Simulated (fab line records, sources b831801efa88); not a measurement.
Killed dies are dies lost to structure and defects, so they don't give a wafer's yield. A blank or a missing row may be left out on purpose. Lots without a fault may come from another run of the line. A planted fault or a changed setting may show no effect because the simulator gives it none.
One fault seen from 2 desks | flow sky130 | each desk has only its own numbers; what lay behind them comes last

THE TOOL OWNER'S DESK: implanter-04
The tool's own readings at SKY_RES_XHIGH_IMPLANT_07: means of the sampled wafers that have a number, for each lot that ran on this tool. A lot is out of limits, marked OUT, if its mean lies more than 4 standard deviations from the usual mean; the brackets give that distance.
Columns: A = beam_energy_keV at SKY_RES_XHIGH_IMPLANT_07, usual 20.001
lot  | first seen here | A
L405 | day 26 01:53    | 20.004
L414 | day 29 14:05    | 19.529 (-70) OUT
L416 | day 30 05:46    | 19.535 (-70) OUT
L427 | day 34 04:19    | 20.000
This desk's finding: out of limits on L414, L416; first on L414, day 29 14:05 (beam_energy_keV at SKY_RES_XHIGH_IMPLANT_07). In limits: L405, L427.

THE METROLOGY DESK
What the gauges read, lot by lot, whatever tool the lot ran on: means of the sampled wafers that have a number. A lot is out of limits, marked OUT, if its mean lies more than 4 standard deviations from the usual mean; the brackets give that distance.
Columns: A = cd_nm at SKY_SD_P_CD_MEAS_07, usual 379.4 nm; B = SD_P_OVL at SKY_SD_P_OVL_MEAS_08, usual 0.2 nm; C = SD_P_TW at SKY_SD_P_TW_MEAS_11, usual 2815
lot  | first seen here | A     | B    | C
L405 | day 24 20:59    | 376.9 | -0.7 | 2751
L414 | day 28 09:49    | 380.2 | -0.9 | 2862
L416 | day 29 02:16    | 380.7 | -2.3 | 2819
L421 | day 31 16:52    | 378.7 | 1.3  | 2823
L427 | day 33 01:08    | 380.4 | 0.7  | 2813
L428 | day 34 18:58    | 380.7 | -0.5 | 2801
This desk's finding: nothing out of limits on any of the 6 lots.

PUT TOGETHER
The tool owner's desk could have raised an alarm at day 29 14:05, on L414, L416.
The metrology desk saw nothing out of limits.
The metrology desk has L414, L416 on record, within its limits.
Of the lots named, all ran SKY_RES_XHIGH_IMPLANT_07 on implanter-04.

WHAT THE SIMULATOR HAD PUT IN
Process parameter drift: implanter-04, from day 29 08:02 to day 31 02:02, at SKY_RES_XHIGH_IMPLANT_07. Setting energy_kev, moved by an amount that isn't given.
Lots struck among those shown: L414, L416.
Hours from the fault's start to each desk's first reading out of limits: the tool owner's desk, 6.
